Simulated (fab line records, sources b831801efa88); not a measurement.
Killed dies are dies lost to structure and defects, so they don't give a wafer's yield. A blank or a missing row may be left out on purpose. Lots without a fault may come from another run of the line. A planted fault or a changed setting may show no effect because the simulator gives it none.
Problem report in the 8D (eight disciplines) form, filled by code | flow gf180mcu | the parts of the form that need people (team, actions taken, sign-off) are left out

1. THE PROBLEM
run_length_s at GF_SAB_WET_ETCH_12 reads a mean of 334 s on 3 wafers of 1 lot; wafers without a fault read 468 s with a standard deviation of 3.7. That is -36 standard deviations from the usual mean.
The step: etches SiO2 in dHF, target depth 22 nm, time 440 s.
First seen on wafer L911.2, day 20 12:28, on wet_bench-02. The record holds 15 wafers of 5 lots with a number at this step. Rule for "out", or "out of limits": more than 4 standard deviations from the usual mean. The other wafers with a number count as sound.

2. WHAT IT IS AND WHAT IT IS NOT
question                    | is                     | is not
which readings at this step | run_length_s           | -
which lots                  | L911                   | L899, L901, L909, L919
which wafers of those lots  | all that have a number | -
read on which tools         | wet_bench-02           | wet_bench-01
when                        | from day 20 12:28      | up to then (9 sound wafers); but 3 sound wafers of L919 came after

3. SUSPECTS, AND WHAT RULES EACH OUT
Counting: a tool at a process step up to the reading stays a suspect if it ran every lot that is out and no sound lot after the first of them.
- pecvd-03 at GF_SAB_CVD_00 (deposits SiO2 from TEOS, target thk 50 nm, time 4.9302 s): kept. It ran the lot that is out, L911 (day 19 12:07), and no sound lot after that; its last sound lot up to then is L909 (day 18 19:43).
- rie_diel-03 at GF_SAB_ETCH_11 (etches SiO2 in C4F8/O2/Ar, target depth 55 nm, time 8.5 s): kept. It ran the lot that is out, L911 (day 20 12:27), and no sound lot after that; its last sound lot up to then is L909 (day 19 19:33).
- wet_bench-02 at GF_SAB_WET_ETCH_12 (etches SiO2 in dHF, target depth 22 nm, time 440 s): ruled out as a lasting fault. Sound lots L919 ran on it after its first lot that is out, L911 (day 20 12:28).
Left after counting: pecvd-03 at GF_SAB_CVD_00, rie_diel-03 at GF_SAB_ETCH_11.

4. THE CAUSE (what the simulator had put in)
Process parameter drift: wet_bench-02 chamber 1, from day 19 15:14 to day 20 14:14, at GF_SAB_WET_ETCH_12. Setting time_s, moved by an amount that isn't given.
Counting ruled it out, wrongly.

5. THE CHAIN OF EFFECTS, in route order
Each row: a reading whose mean over the struck wafers that have a number lies more than 3 standard deviations from the usual. Only readings for which the record gives a usual standard deviation are gone through. hours: the time from each lot's start at the first step in this table that gives one to its start at this step, as a median over the lots. sigmas: the change in usual standard deviations.
hours | step               | reading      | usual | on struck wafers | change | sigmas
0     | GF_SAB_WET_ETCH_12 | run_length_s | 468 s | 334              | -134   | -36
The process steps in it:
- GF_SAB_WET_ETCH_12: etches SiO2 in dHF, target depth 22 nm, time 440 s.

6. WHAT WOULD HAVE CAUGHT IT SOONER
In this record the first reading out of limits was taken at day 20 12:28, 21 hours after the fault began at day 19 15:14.
